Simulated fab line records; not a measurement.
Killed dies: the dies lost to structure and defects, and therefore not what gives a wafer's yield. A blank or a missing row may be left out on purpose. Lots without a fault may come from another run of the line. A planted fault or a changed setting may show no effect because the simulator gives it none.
8D (eight disciplines) problem report, filled in by code -- flow gf180mcu -- the parts of the form that need people (team, actions taken, sign-off) are left out

## 1. THE ISSUE
Wafers without a fault read 542 s, standard deviation 3.5; runLengthS at GF_STI_WET_ETCH_17 reads a mean of 1030 s on 6 wafers belonging to 2 lots. So: +99 or more standard deviations from the usual mean.
The step: etches Si3N4 in H3PO4, target depth 45 nm, time 514 s.
The first sign was on wafer L740.1 at day 4 15:40, on wetBench-02. Wafers with a number at this step in the record: 42, from 14 lots. Rule for "out" (also "out of limits"): further than 4 standard deviations from the usual mean. The other wafers with a number count as sound.

## 2. WHAT THIS IS AND IS NOT
question,is,is not
which readings at this step,runLengthS,-
which lots,"L740, L742","L728, L729, L731, L733, L735, L736, L737, L738, L739, L741, L745, L750"
which wafers of those lots,all that have a number,-
read on which tools,wetBench-02,"wetBench-03, wetBench-04"
when,from day 4 15:40,"up to then (27 sound wafers); but 9 sound wafers of L741, L745, L750 came after"

## 3. SUSPECTS, AND WHAT RULES EACH OUT
Counting: a tool at a process step up to the reading stays a suspect if it ran every lot that is out and no sound lot after the first of them.
- wetBench-02 at GF_STI_WET_ETCH_17 (etches Si3N4 in H3PO4, target depth 45 nm, time 514 s): kept. Every lot that is out went through it, starting with L740 (day 4 15:40), and after that it ran no sound lot; the last sound lot it ran before then is L739 (day 4 10:31). On those wafers its own readings are out: runLengthS.
Left after counting: wetBench-02 at GF_STI_WET_ETCH_17.

## 4. THE CAUSE (what the simulator had put in)
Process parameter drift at GF_STI_WET_ETCH_17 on wetBench-02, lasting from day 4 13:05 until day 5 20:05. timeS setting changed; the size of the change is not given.
Only this tool survived the counting.

## 5. THE CHAIN OF EFFECTS, in route order
One row per reading whose mean, taken over the struck wafers that have a number, lies over 3 standard deviations from the usual. Readings are gone through only where the record gives a usual standard deviation; hours: the median, over the lots, of the time from a lot's start at the first step in this table giving one to that lot's start at this step; sigmas: the change measured in usual standard deviations.
hours,step,reading,usual,on struck wafers,change,sigmas
0,GF_STI_WET_ETCH_17,runLengthS,542 s,1030,+488,+99 or more
Its process steps:
- GF_STI_WET_ETCH_17: etches Si3N4 in H3PO4, target depth 45 nm, time 514 s.
Later measuring or inspecting steps at which every struck wafer that the step has a row for has a number for every such reading, and none has moved that far: GF_NWELL_TW_MEAS_11.

## 6. WHAT WOULD HAVE CAUGHT IT SOONER
In this record the first reading out of limits was taken at day 4 15:40, 3 hours after the fault began at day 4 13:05.
